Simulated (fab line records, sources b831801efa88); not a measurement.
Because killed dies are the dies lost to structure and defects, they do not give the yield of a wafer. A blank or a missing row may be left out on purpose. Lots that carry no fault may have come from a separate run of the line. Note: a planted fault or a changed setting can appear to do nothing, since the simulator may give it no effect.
fab line records	flow gf180mcu	part 1 of 2: steps 1 to 29 of 41
record: lots: 5	wafers: 15	last-day: 34
route steps=602 shown VT_IMPLANT@115 MVSD@136 NWELL@137 LVPWELL@138 MVPSD@139 DUAL_GATE@141
lots with no fault: from the same line, run without faults
start-h: start of the lot's first displayed wafer, in hours after the record's first day	wait-h: hours elapsed since this lot's preceding step	" as in the row above	L1.1+2: one row covering several wafers at once	- no value, or no start was given	* or withheld: withheld	< > ~ a bound
route shown NAME@n: names a module that has steps shown in the file, with the first one's number in the route	usual: mean/standard deviation of fault-free wafers	same: alike in all rows	chamber/n: place in a boat	sites: the reading at each site	_std_site: standard deviation across them	_edge_site: inner sites' mean taken away from outer sites' mean	radius-mm: for every site, how far away it sits from the centre of the wafer	mask NAME#n: copy n	behind: the most recent tool/chamber to have shaped the wafer	hold: why the lot was held/for how many hours/how that ended	device: whichever transistor did not switch (one of n, p or np)	end of line: the route-end tests of the same wafers	a step given without rows: its recipe and nothing more	killed: dies lost to structure and defects at the first sort, not the wafer's yield	map: a wafer's dies, marking killed ones x, the rest . and places with no die _
set.NAME: the setting the step ran with; set.NAME@STEP: the setting that earlier step ran with	model.NAME: the simulator's own value behind a step, which no gauge read
lots seen at some steps along the route; tables by step, rows by wafer
services: when a tool's chamber went out of use (start-h, in hours from the record's first day, below 0 if earlier), for how many hours, and the reason
== steps ==
step: GF_VT_IMPLANT_SOFTBAKE_25
recipe: temp-c: 90	time-s: 60	resist: NOVOLAK
lot.wafer	tool	chamber	start-h	wait-h
L074.2+4+6	litho-track-04	0	131.08	0.1
L085.1+2+6	litho-track-04	0	215.80	0.1
L087.1+2+5	litho-track-02	0	225.87	0.1
L091.1+5+6	litho-track-03	0	250.37	0.1
L094.1+3+5	litho-track-04	0	265.90	0.1
step: GF_VT_IMPLANT_EXPOSE_26
recipe: mask-id: LVPWELL_HV_AREA	target-cd-nm: 860	na: 0.6	source-shape: conventional	sigma-outer: 0.6	dose-mj: 140
usual: reticle-temp-C: 22.98/0.089
lot.wafer	tool	chamber	start-h	wait-h	mask	reticle-temp-C
L074.2	iline-stepper-01	0	-	-	LVPWELL_HV_AREA#0	22.90
L074.4	"	0	"	"	LVPWELL_HV_AREA#0	23.02
L074.6	"	0	"	"	LVPWELL_HV_AREA#0	22.92
L085.1	iline-stepper-01	0	-	-	LVPWELL_HV_AREA#0	22.91
L085.2	"	0	"	"	LVPWELL_HV_AREA#0	23.03
L085.6	"	0	"	"	LVPWELL_HV_AREA#0	23.03
L087.1	iline-stepper-02	0	-	-	LVPWELL_HV_AREA#0	23.02
L087.2	"	0	"	"	LVPWELL_HV_AREA#0	22.92
L087.5	"	0	"	"	LVPWELL_HV_AREA#0	22.87
L091.1	iline-stepper-01	0	-	-	LVPWELL_HV_AREA#0	23.08
L091.5	"	0	"	"	LVPWELL_HV_AREA#0	22.88
L091.6	"	0	"	"	LVPWELL_HV_AREA#0	22.94
L094.1	iline-stepper-02	0	-	-	LVPWELL_HV_AREA#0	23.05
L094.3	"	0	"	"	LVPWELL_HV_AREA#0	23.06
L094.5	"	0	"	"	LVPWELL_HV_AREA#0	23.07
step: GF_VT_IMPLANT_PEB_27
recipe: temp-c: withheld	time-s: *	resist: NOVOLAK
lot.wafer	tool	chamber	start-h	wait-h
L074.2+4+6	litho-track-03	0	-	-
L085.1+2+6	litho-track-03	0	-	-
L087.1+2+5	litho-track-04	0	-	-
L091.1+5+6	litho-track-02	0	-	-
L094.1+3+5	litho-track-04	0	-	-
step: GF_VT_IMPLANT_DEVELOP_28
recipe: develop-time-s: 60	dev-temp-c: 23
lot.wafer	tool	chamber	start-h	wait-h
L074.2+4+6	litho-track-03	0	138.10	0.1
L085.1+2+6	litho-track-03	0	223.92	0.1
L087.1+2+5	litho-track-04	0	235.00	0.1
L091.1+5+6	litho-track-02	0	259.42	0.1
L094.1+3+5	litho-track-04	0	275.85	0.1
step: GF_VT_IMPLANT_OVL_MEAS_29
usual: VT_IMPLANT_02_OVL: -0.1/1.4
lot.wafer	tool	chamber	start-h	wait-h	VT_IMPLANT_02_OVL[nm]
L074.2	overlay-02	-	138.23	0.1	0.7
L074.4	"	-	"	"	0.5
L074.6	"	-	"	"	-0.4
L085.1	overlay-02	-	224.07	0.1	0.0
L085.2	"	-	"	"	-0.1
L085.6	"	-	"	"	-0.3
L087.1	overlay-02	-	235.15	0.1	0.1
L087.2	"	-	"	"	0.3
L087.5	"	-	"	"	0.2
L091.1	overlay-02	-	259.57	0.1	0.1
L091.5	"	-	"	"	-0.6
L091.6	"	-	"	"	-0.9
L094.1	overlay-02	-	276.00	0.1	1.1
L094.3	"	-	"	"	0.4
L094.5	"	-	"	"	0.3
step: GF_VT_IMPLANT_IMPLANT_30
recipe: species: B	energy-kev: 25.52	dose-cm2: 2.534e+12	tilt-deg: 7
usual: beam-on-s: 10.01/0.2
lot.wafer	tool	chamber	start-h	wait-h	beam-on-s
L074.2	implanter-01	0	138.29	0.0	9.94
L074.4	"	0	"	"	10.09
L074.6	"	0	"	"	9.98
L085.1	implanter-04	0	224.11	0.0	10.13
L085.2	"	0	"	"	10.33
L085.6	"	0	"	"	9.85
L087.1	implanter-03	0	235.19	0.0	9.79
L087.2	"	0	"	"	10.08
L087.5	"	0	"	"	9.66
L091.1	implanter-01	0	259.60	0.0	9.84
L091.5	"	0	"	"	10.08
L091.6	"	0	"	"	9.79
L094.1	implanter-01	0	276.04	0.0	9.95
L094.3	"	0	"	"	9.93
L094.5	"	0	"	"	9.75
step: GF_VT_IMPLANT_STRIP_31
recipe: chemistry: O2/N2	power-w: 1400	pressure-mtorr: 1500	platen-temp-c: 250	o2-flow-sccm: 3000	n2-flow-sccm: 300	overash-fraction: 0.5
usual: drypump-motor-current-A: 5.7/0.51	heater-power-w: 337/27	n2-flow-sccm: 299.9/0.92	o2-flow-sccm: 2998/8.6	oes-product-au: 0.716/0.0045	strip-time-to-endpoint-s: 12.62/0.033
same: overash-fraction: 0.5
lot.wafer	tool	chamber	start-h	wait-h	drypump-motor-current-A	heater-power-w	n2-flow-sccm	o2-flow-sccm	oes-product-au	rf-hours-counter-h	strip-time-to-endpoint-s
L074.2	plasma-asher-02	1	138.41	0.1	6.0	366	300.8	3000	0.717	2	12.62
L074.4	"	0	"	"	5.2	353	301.4	2987	0.712	-	12.59
L074.6	"	1	"	"	6.0	351	300.2	2991	0.717	-	12.64
L085.1	plasma-asher-03	1	224.26	0.1	6.2	348	301.2	2980	0.713	46	12.67
L085.2	"	0	"	"	6.2	315	299.8	2998	0.717	46	12.66
L085.6	"	1	"	"	6.2	354	300.2	2995	0.720	-	12.68
L087.1	plasma-asher-02	1	235.34	0.1	6.1	363	298.2	3009	0.712	12	12.66
L087.2	"	0	"	"	5.2	367	300.2	3001	0.720	12	12.66
L087.5	"	0	"	"	5.2	355	299.8	2999	0.730	-	12.59
L091.1	plasma-asher-04	0	259.75	0.1	5.7	300	301.6	2998	0.707	63	12.57
L091.5	"	1	"	"	4.8	289	299.5	3009	0.716	-	12.62
L091.6	"	0	"	"	5.7	303	301.0	2993	0.710	-	12.61
L094.1	plasma-asher-04	0	276.19	0.1	5.7	300	299.6	3002	0.711	64	12.66
L094.3	"	0	"	"	5.7	311	299.3	2995	0.717	-	12.66
L094.5	"	1	"	"	4.8	300	299.5	2980	0.714	-	12.66
step: GF_VT_IMPLANT_TW_MEAS_32
usual: VT_IMPLANT_3_TW: 270.1/2.3
lot.wafer	tool	chamber	start-h	wait-h	VT_IMPLANT_3_TW
L074.2	film-metro-03	-	138.52	0.1	270.4
L074.4	"	-	"	"	271.4
L074.6	"	-	"	"	269.5
L085.1	film-metro-01	-	224.36	0.1	267.8
L085.2	"	-	"	"	266.0
L085.6	"	-	"	"	268.0
L087.1	film-metro-03	-	235.44	0.1	269.8
L087.2	"	-	"	"	270.5
L087.5	"	-	"	"	270.4
L091.1	film-metro-03	-	259.85	0.1	274.1
L091.5	"	-	"	"	272.2
L091.6	"	-	"	"	273.3
L094.1	film-metro-04	-	276.29	0.1	271.4
L094.3	"	-	"	"	271.8
L094.5	"	-	"	"	274.0
step: GF_VT_IMPLANT_DEHYDRATE_33
recipe: temp-c: 200	time-s: 60
lot.wafer	tool	chamber	start-h	wait-h
L074.2+4+6	litho-track-03	0	145.45	6.9
L085.1+2+6	litho-track-02	0	232.77	8.4
L087.1+2+5	litho-track-03	0	243.42	8.0
L091.1+5+6	litho-track-04	0	269.00	9.1
L094.1+3+5	litho-track-03	0	285.32	9.0
step: GF_VT_IMPLANT_HMDS_34
recipe: prime-time-s: 60	prime-temp-c: 120
lot.wafer	tool	chamber	start-h	wait-h
L074.2+4+6	litho-track-03	0	145.60	0.1
L085.1+2+6	litho-track-02	0	232.92	0.1
L087.1+2+5	litho-track-03	0	243.57	0.1
L091.1+5+6	litho-track-04	0	269.15	0.1
L094.1+3+5	litho-track-03	0	285.47	0.1
step: GF_VT_IMPLANT_COAT_35
recipe: resist: NOVOLAK	spin-rpm: 3000	resist-thk-nm: 1000
lot.wafer	tool	chamber	start-h	wait-h
L074.2+4+6	litho-track-03	0	145.75	0.1
L085.1+2+6	litho-track-02	0	233.07	0.1
L087.1+2+5	litho-track-03	0	243.72	0.1
L091.1+5+6	litho-track-04	0	269.30	0.1
L094.1+3+5	litho-track-03	0	285.62	0.1
step: GF_VT_IMPLANT_SOFTBAKE_36
recipe: temp-c: 90	time-s: 60	resist: NOVOLAK
lot.wafer	tool	chamber	start-h	wait-h
L074.2+4+6	litho-track-03	0	145.90	0.1
L085.1+2+6	litho-track-02	0	233.22	0.1
L087.1+2+5	litho-track-03	0	243.87	0.1
L091.1+5+6	litho-track-04	0	269.45	0.1
L094.1+3+5	litho-track-03	0	285.77	0.1
step: GF_VT_IMPLANT_EXPOSE_37
recipe: mask-id: Nwell_HV_AREA	target-cd-nm: 860	na: 0.6	source-shape: conventional	sigma-outer: 0.6	dose-mj: 140
usual: reticle-temp-C: 23.01/0.11
lot.wafer	tool	chamber	start-h	wait-h	mask	reticle-temp-C
L074.2	iline-stepper-01	0	-	-	Nwell_HV_AREA#0	22.79
L074.4	"	0	"	"	Nwell_HV_AREA#0	22.95
L074.6	"	0	"	"	Nwell_HV_AREA#0	22.83
L085.1	iline-stepper-02	0	-	-	Nwell_HV_AREA#0	23.21
L085.2	"	0	"	"	Nwell_HV_AREA#0	23.09
L085.6	"	0	"	"	Nwell_HV_AREA#0	23.03
L087.1	iline-stepper-01	0	-	-	Nwell_HV_AREA#0	23.09
L087.2	"	0	"	"	Nwell_HV_AREA#0	23.04
L087.5	"	0	"	"	Nwell_HV_AREA#0	23.06
L091.1	iline-stepper-02	0	-	-	Nwell_HV_AREA#0	23.10
L091.5	"	0	"	"	Nwell_HV_AREA#0	22.99
L091.6	"	0	"	"	Nwell_HV_AREA#0	23.05
L094.1	iline-stepper-02	0	-	-	Nwell_HV_AREA#0	22.99
L094.3	"	0	"	"	Nwell_HV_AREA#0	22.90
L094.5	"	0	"	"	Nwell_HV_AREA#0	23.20
step: GF_VT_IMPLANT_PEB_38
recipe: temp-c: withheld	time-s: *	resist: NOVOLAK
lot.wafer	tool	chamber	start-h	wait-h
L074.2+4+6	litho-track-03	0	-	-
L085.1+2+6	litho-track-03	0	-	-
L087.1+2+5	litho-track-02	0	-	-
L091.1+5+6	litho-track-04	0	-	-
L094.1+3+5	litho-track-02	0	-	-
step: GF_VT_IMPLANT_DEVELOP_39
recipe: develop-time-s: 60	dev-temp-c: 23
lot.wafer	tool	chamber	start-h	wait-h
L074.2+4+6	litho-track-03	0	153.60	0.1
L085.1+2+6	litho-track-03	0	241.62	0.1
L087.1+2+5	litho-track-02	0	253.22	0.1
L091.1+5+6	litho-track-04	0	279.35	0.1
L094.1+3+5	litho-track-02	0	295.77	0.1
step: GF_VT_IMPLANT_OVL_MEAS_40
usual: VT_IMPLANT_03_OVL: 0.9/1.4
lot.wafer	tool	chamber	start-h	wait-h	VT_IMPLANT_03_OVL[nm]
L074.2	overlay-01	-	153.73	0.1	1.5
L074.4	"	-	"	"	0.1
L074.6	"	-	"	"	2.1
L085.1	overlay-02	-	241.77	0.1	-0.1
L085.2	"	-	"	"	-1.7
L085.6	"	-	"	"	0.7
L087.1	overlay-01	-	253.37	0.1	1.2
L087.2	"	-	"	"	1.7
L087.5	"	-	"	"	1.0
L091.1	overlay-01	-	279.50	0.1	-0.3
L091.5	"	-	"	"	1.5
L091.6	"	-	"	"	0.4
L094.1	overlay-02	-	295.92	0.1	-1.3
L094.3	"	-	"	"	-1.6
L094.5	"	-	"	"	-2.5
step: GF_VT_IMPLANT_IMPLANT_41
recipe: species: As	energy-kev: 70	dose-cm2: 1.013e+12	tilt-deg: 7
usual: beam-on-s: 10.01/0.21
lot.wafer	tool	chamber	start-h	wait-h	beam-on-s
L074.2	implanter-01	0	153.79	0.0	10.09
L074.4	"	0	"	"	10.51
L074.6	"	0	"	"	10.27
L085.1	implanter-01	0	241.81	0.0	9.69
L085.2	"	0	"	"	9.76
L085.6	"	0	"	"	10.00
L087.1	implanter-04	0	253.40	0.0	10.12
L087.2	"	0	"	"	10.05
L087.5	"	0	"	"	10.28
L091.1	implanter-03	0	279.54	0.0	10.15
L091.5	"	0	"	"	9.82
L091.6	"	0	"	"	10.41
L094.1	implanter-01	0	295.95	0.0	9.72
L094.3	"	0	"	"	10.13
L094.5	"	0	"	"	9.79
step: GF_VT_IMPLANT_STRIP_42
recipe: chemistry: O2/N2	power-w: 1400	pressure-mtorr: 1500	platen-temp-c: 250	o2-flow-sccm: 3000	n2-flow-sccm: 300	overash-fraction: 0.5
usual: drypump-motor-current-A: 5.8/0.48	heater-power-w: 341/24	n2-flow-sccm: 299.8/0.89	o2-flow-sccm: 3000/10	oes-product-au: 0.716/0.0044	strip-time-to-endpoint-s: 12.62/0.035
same: overash-fraction: 0.5
lot.wafer	tool	chamber	start-h	wait-h	drypump-motor-current-A	heater-power-w	n2-flow-sccm	o2-flow-sccm	oes-product-au	rf-hours-counter-h	strip-time-to-endpoint-s
L074.2	plasma-asher-02	0	153.91	0.1	5.2	361	301.7	3013	0.709	3	12.65
L074.4	"	0	"	"	5.2	363	302.2	3002	0.713	-	12.67
L074.6	"	1	"	"	6.0	358	300.3	2999	0.713	-	12.65
L085.1	plasma-asher-03	1	241.96	0.1	6.2	342	300.6	3003	0.719	48	12.60
L085.2	"	0	"	"	6.2	318	299.8	3000	0.722	48	12.60
L085.6	"	0	"	"	6.2	319	300.3	3015	0.711	-	12.54
L087.1	plasma-asher-03	1	253.55	0.1	6.2	352	300.2	3006	0.718	49	12.61
L087.2	"	0	"	"	6.1	319	299.2	2986	0.714	49	12.64
L087.5	"	0	"	"	6.1	315	299.1	2992	0.726	-	12.66
L091.1	plasma-asher-04	0	279.69	0.1	5.7	313	297.3	3000	0.716	65	12.66
L091.5	"	0	"	"	5.7	314	298.7	2997	0.727	-	12.65
L091.6	"	1	"	"	4.8	287	298.9	3014	0.711	-	12.67
L094.1	plasma-asher-02	0	296.10	0.1	5.2	364	299.6	3003	0.716	18	12.57
L094.3	"	0	"	"	5.2	361	299.3	2997	0.713	-	12.59
L094.5	"	1	"	"	6.1	355	299.2	3010	0.720	-	12.55
step: GF_VT_IMPLANT_TW_MEAS_43
usual: VT_IMPLANT_4_TW: 690/5.8
lot.wafer	tool	chamber	start-h	wait-h	VT_IMPLANT_4_TW
L074.2	film-metro-04	-	154.02	0.1	686
L074.4	"	-	"	"	683
L074.6	"	-	"	"	688
L085.1	film-metro-04	-	242.06	0.1	694
L085.2	"	-	"	"	693
L085.6	"	-	"	"	691
L087.1	film-metro-01	-	253.65	0.1	682
L087.2	"	-	"	"	683
L087.5	"	-	"	"	681
L091.1	film-metro-04	-	279.79	0.1	694
L091.5	"	-	"	"	696
L091.6	"	-	"	"	695
L094.1	film-metro-03	-	296.20	0.1	698
L094.3	"	-	"	"	697
L094.5	"	-	"	"	693
step: GF_VT_IMPLANT_CLEAN_44
recipe: chemistry: SC1/SC2	mix: 1:4:20	temp-c: 70	time-s: 150	dry: n2-spin
lot.wafer	tool	chamber	start-h	wait-h
L074.2+4+6	wet-bench-04	1	154.07	0.0
L085.1+2+6	wet-bench-04	3	242.12	0.1
L087.1+2+5	wet-bench-04	2	253.71	0.1
L091.1+5+6	wet-bench-02	2	279.85	0.1
L094.1+3+5	wet-bench-04	3	296.26	0.1
step: GF_VT_IMPLANT_RTA_45
recipe: temp-c: 1050	time-s: 30	ambient: N2
usual: lamp-power-pct: 35.1/0.8	wafer_temp_C_max: 1056.4/2.7
lot.wafer	tool	chamber	start-h	wait-h	lamp-power-pct	wafer_temp_C_max
L074.2	rtp-anneal-01	0	154.14	0.0	34.5	1059.2
L074.4	"	0	"	"	34.4	1056.7
L074.6	"	0	"	"	34.5	1059.9
L085.1	rtp-anneal-01	0	242.17	0.0	34.4	1057.4
L085.2	"	0	"	"	34.5	1061.1
L085.6	"	0	"	"	34.5	1057.9
L087.1	rtp-anneal-01	0	253.76	0.0	34.4	1060.1
L087.2	"	0	"	"	34.4	1060.3
L087.5	"	0	"	"	34.5	1058.6
L091.1	rtp-anneal-02	0	279.90	0.0	36.1	1053.0
L091.5	"	0	"	"	36.1	1053.3
L091.6	"	0	"	"	36.1	1052.9
L094.1	rtp-anneal-02	0	296.31	0.0	36.1	1052.6
L094.3	"	0	"	"	36.1	1054.3
L094.5	"	0	"	"	36.1	1052.4
step: GF_VT_IMPLANT_RS_MEAS_46
recipe: thk-meas-gauge: four-point-probe
usual: MVSD_RS: 456.5/1.2
lot.wafer	tool	chamber	start-h	wait-h	MVSD_RS[ohm/sq]
L074.2	film-metro-02	-	154.25	0.1	457.3
L074.4	"	-	"	"	456.3
L074.6	"	-	"	"	456.8
L085.1	film-metro-01	-	242.27	0.1	456.2
L085.2	"	-	"	"	457.2
L085.6	"	-	"	"	457.7
L087.1	film-metro-02	-	253.86	0.1	457.4
L087.2	"	-	"	"	456.7
L087.5	"	-	"	"	456.3
L091.1	film-metro-04	-	280.00	0.1	456.1
L091.5	"	-	"	"	457.6
L091.6	"	-	"	"	456.4
L094.1	film-metro-02	-	296.41	0.1	455.0
L094.3	"	-	"	"	454.8
L094.5	"	-	"	"	455.4
step: GF_VT_IMPLANT_RS_MEAS_47
recipe: thk-meas-gauge: four-point-probe
usual: NWELL_RS: 487.6/1.1
lot.wafer	tool	chamber	start-h	wait-h	NWELL_RS[ohm/sq]
L074.2	film-metro-02	-	154.37	0.1	488.3
L074.4	"	-	"	"	487.7
L074.6	"	-	"	"	487.6
L085.1	film-metro-01	-	242.39	0.1	488.4
L085.2	"	-	"	"	486.5
L085.6	"	-	"	"	486.9
L087.1	film-metro-02	-	253.98	0.1	488.3
L087.2	"	-	"	"	487.7
L087.5	"	-	"	"	487.7
L091.1	film-metro-04	-	280.12	0.1	487.3
L091.5	"	-	"	"	488.0
L091.6	"	-	"	"	487.6
L094.1	film-metro-02	-	296.53	0.1	490.6
L094.3	"	-	"	"	490.2
L094.5	"	-	"	"	488.5
step: GF_VT_IMPLANT_RS_MEAS_48
recipe: thk-meas-gauge: four-point-probe
usual: LVPWELL_RS: 1197/3.3
lot.wafer	tool	chamber	start-h	wait-h	LVPWELL_RS[ohm/sq]
L074.2	film-metro-02	-	154.49	0.1	1200
L074.4	"	-	"	"	1205
L074.6	"	-	"	"	1198
L085.1	film-metro-01	-	242.51	0.1	1201
L085.2	"	-	"	"	1201
L085.6	"	-	"	"	1198
L087.1	film-metro-02	-	254.10	0.1	1203
L087.2	"	-	"	"	1201
L087.5	"	-	"	"	1204
L091.1	film-metro-04	-	280.24	0.1	1199
L091.5	"	-	"	"	1196
L091.6	"	-	"	"	1196
L094.1	film-metro-02	-	296.65	0.1	1200
L094.3	"	-	"	"	1201
L094.5	"	-	"	"	1198
step: GF_VT_IMPLANT_RS_MEAS_49
recipe: thk-meas-gauge: four-point-probe
usual: MVPSD_RS: 1169.0/2.7
lot.wafer	tool	chamber	start-h	wait-h	MVPSD_RS[ohm/sq]
L074.2	film-metro-02	-	154.61	0.1	1167.2
L074.4	"	-	"	"	1165.8
L074.6	"	-	"	"	1164.4
L085.1	film-metro-01	-	242.63	0.1	1170.7
L085.2	"	-	"	"	1165.2
L085.6	"	-	"	"	1169.8
L087.1	film-metro-02	-	254.22	0.1	1172.1
L087.2	"	-	"	"	1169.1
L087.5	"	-	"	"	1168.6
L091.1	film-metro-04	-	280.36	0.1	1167.2
L091.5	"	-	"	"	1165.6
L091.6	"	-	"	"	1167.7
L094.1	film-metro-02	-	296.77	0.1	1167.4
L094.3	"	-	"	"	1168.1
L094.5	"	-	"	"	1169.6
step: GF_VT_IMPLANT_WET_ETCH_50
recipe: chemistry: dHF	target-depth-nm: 20	target: SiO2	temp-c: 25	dilution: 100:1	time-s: 400
lot.wafer	tool	chamber	start-h	wait-h
L074.2+4+6	wet-bench-04	2	154.71	0.1
L085.1+2+6	wet-bench-04	3	242.75	0.1
L087.1+2+5	wet-bench-02	0	254.34	0.1
L091.1+5+6	wet-bench-04	1	280.48	0.1
L094.1+3+5	wet-bench-04	1	296.89	0.1
step: GF_DUAL_GATE_CLEAN_00
recipe: chemistry: SC1/SC2	mix: 1:4:20	temp-c: 70	time-s: 150
lot.wafer	tool	chamber	start-h	wait-h
L074.2+4+6	wet-bench-02	3	154.84	0.0
L085.1+2+6	wet-bench-01	2	242.88	0.0
L087.1+2+5	wet-bench-04	2	254.46	0.0
L091.1+5+6	wet-bench-01	0	280.60	0.0
L094.1+3+5	wet-bench-04	2	297.01	0.0
step: GF_DUAL_GATE_CLEAN_01
recipe: chemistry: dHF	time-s: 20	dilution: 100:1	dry: ipa-marangoni
lot.wafer	tool	chamber	start-h	wait-h
L074.2+4+6	wet-bench-01	2	154.89	0.0
L085.1+2+6	wet-bench-02	2	242.93	0.0
L087.1+2+5	wet-bench-02	1	254.51	0.0
L091.1+5+6	wet-bench-02	0	280.65	0.0
L094.1+3+5	wet-bench-02	3	297.14	0.1
step: GF_DUAL_GATE_OXIDATION_02
recipe: temp-c: 900	ambient: O2	stabilise-s: 600	purge-s: 300	target-thk-a: 108.87	ox-time-s: 1602
usual: spike-tc-top-C: 910.1/1.4	zone-power-top-pct: 33.0/0.88
lot.wafer	tool	chamber	start-h	wait-h	spike-tc-top-C	zone-power-top-pct
L074.2	furnace-01	0	155.41	0.5	908.1	32.6
L074.4	"	0	"	"	909.9	32.1
L074.6	"	0	"	"	909.5	32.1
L085.1	furnace-02	0	242.95	0.0	910.6	33.6
L085.2	"	0	"	"	912.2	33.6
L085.6	"	0	"	"	910.9	34.2
L087.1	furnace-01	0	254.53	0.0	911.0	31.9
L087.2	"	0	"	"	908.2	32.2
L087.5	"	0	"	"	909.2	32.1
L091.1	furnace-02	0	281.35	0.7	911.3	34.1
L091.5	"	0	"	"	912.0	34.2
L091.6	"	0	"	"	910.5	33.7
L094.1	furnace-01	0	298.00	0.8	907.1	31.9
L094.3	"	0	"	"	910.1	32.5
L094.5	"	0	"	"	910.5	32.5
